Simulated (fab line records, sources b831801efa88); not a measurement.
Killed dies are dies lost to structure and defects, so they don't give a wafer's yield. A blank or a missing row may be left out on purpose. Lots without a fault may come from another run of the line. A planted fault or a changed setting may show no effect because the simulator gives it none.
A struck lot beside a sound one | flow sky130 | 21 steps out of a route of 708
Sound: wafers L252.2, L252.4, L252.6. Struck: wafer L267.3. (L267.6 of the same lot was not struck and is left out.) The cause comes at the end.
At each step with rows: each side's tool, then ch and its chambers, then its first start. Under that, the readings that differ: sound wafers | struck wafers | difference of the means | sigmas: that difference in standard deviations of wafers without a fault.
alike: readings whose means differ by less than 2 such deviations, and words and numbers that are the same on both sides. not compared: withheld readings, readings that some wafer has no value for, bounds like >300 that may hide the same value, and numbers for which the record gives no deviation and whose values overlap.
The two part at a step that has a row with sigmas, a row that says differs or no value, or rows on one side only. Numbers that don't overlap but have no deviation are shown without sigmas and don't part them. A reading that every wafer of one side lacks parts them only if that side has two wafers or more.

first, 4 steps without rows for these wafers: SKY_METAL2_STRIP_21 (strips in post etch residue remover, time 1200 s); SKY_METAL2_CLEAN_22 (cleans in IPA, time 180 s); SKY_METAL2_CLEAN_23 (cleans in O3/DIW); SKY_VIA2_HDPCVD_00 (deposits SiO2, target thk 1180 nm, time 196.7 s).
SKY_VIA2_THK_MEAS_01:
  sound on film_metro-02, day 35 01:18; struck on film_metro-04, day 40 06:01
  alike: VIA2_HDPCVD_THK
SKY_VIA2_CMP_02: polishes SiO2.
  sound on cmp-01 ch 0,2, day 35 01:24; struck on cmp-01 ch 2, day 40 06:18
  alike: motor_current_A
SKY_VIA2_BOW_MEAS_03:
  sound on film_metro-01, day 35 01:40; struck on film_metro-04, day 40 06:32
  alike: VIA2_BOW
then, 5 steps without rows for these wafers: SKY_VIA2_DEHYDRATE_04 (time 60 s); SKY_VIA2_HMDS_05 (prime time 60 s); SKY_VIA2_COAT_06 (resist thk 60 nm); SKY_VIA2_COAT_07 (resist thk 450 nm); SKY_VIA2_SOFTBAKE_08 (time 90 s).
SKY_VIA2_EXPOSE_09: exposes mask VIM2, target cd 200 nm.
  sound on krf_scanner-02 ch 0, day 35 15:03; struck on krf_scanner-02 ch 0, day 40 18:16
  alike: mask, reticle_temp_C
then, 2 steps without rows for these wafers: SKY_VIA2_PEB_10; SKY_VIA2_DEVELOP_11 (develop time 60 s).
SKY_VIA2_CD_MEAS_12: target cd 200 nm.
  sound on cd_sem-01, day 36 03:41; struck on cd_sem-01, day 41 05:24
  reading    | sound             | struck | difference | sigmas
  cd_nm (nm) | 197.1 198.0 197.9 | 154.2  | -43.5      | -33
SKY_VIA2_OVL_MEAS_13:
  sound on overlay-01, day 36 03:47; struck on overlay-02, day 41 05:29
  alike: VIA2_OVL
SKY_VIA2_ETCH_14: etches BARC in N2/H2, stops on SiO2, time 45.9 s, target depth 60 nm.
  sound on rie_diel-01 ch 0,2, day 36 03:49; struck on rie_diel-04 ch 1, day 41 05:31
  reading               | sound             | struck | difference | sigmas
  h2_flow_sccm (sccm)   | 199.4 200.3 200.9 | 198.6  | -1.6       | -3
  model.VIA2.cd_nm (nm) | 197.2 198 198.1   | 152.9  | -44.9      |
  alike: drypump_motor_current_A, oes_product_au, throttle_valve_pct
  not compared: rf_hours_counter_h
SKY_VIA2_ETCH_15: etches SiO2 in C4F8/O2/Ar, stops on TiN, target depth 546 nm, time 84 s.
  sound on rie_diel-01 ch 0,2, day 36 03:51; struck on rie_diel-04 ch 1, day 41 05:34
  reading               | sound             | struck | difference | sigmas
  model.VIA2.cd_nm (nm) | 196.1 202.6 200.9 | 152    | -48        |
  alike: oes_product_au
  not compared: rf_hours_counter_h
SKY_VIA2_STRIP_16: strips in O2/N2.
  sound on plasma_asher-04 ch 0, day 36 03:55; struck on plasma_asher-01 ch 1, day 41 05:39
  alike: drypump_motor_current_A, oes_product_au, strip_time_to_endpoint_s
  not compared: rf_hours_counter_h
-- the record jumps here: 8 days lie between the struck wafers' starts before and after (it left off in module VIA2 and takes up again in module PAD_OPEN, whose first step shown is number 708 of the route) --
SKY_PAD_OPEN_PROBE_99:
  the record has rows for the struck wafers here (prober-01, day 49 17:17) and none for the sound ones

WHERE THEY PART
First at SKY_VIA2_CD_MEAS_12; last, within this record, at SKY_PAD_OPEN_PROBE_99.

WHY: what the simulator had put in
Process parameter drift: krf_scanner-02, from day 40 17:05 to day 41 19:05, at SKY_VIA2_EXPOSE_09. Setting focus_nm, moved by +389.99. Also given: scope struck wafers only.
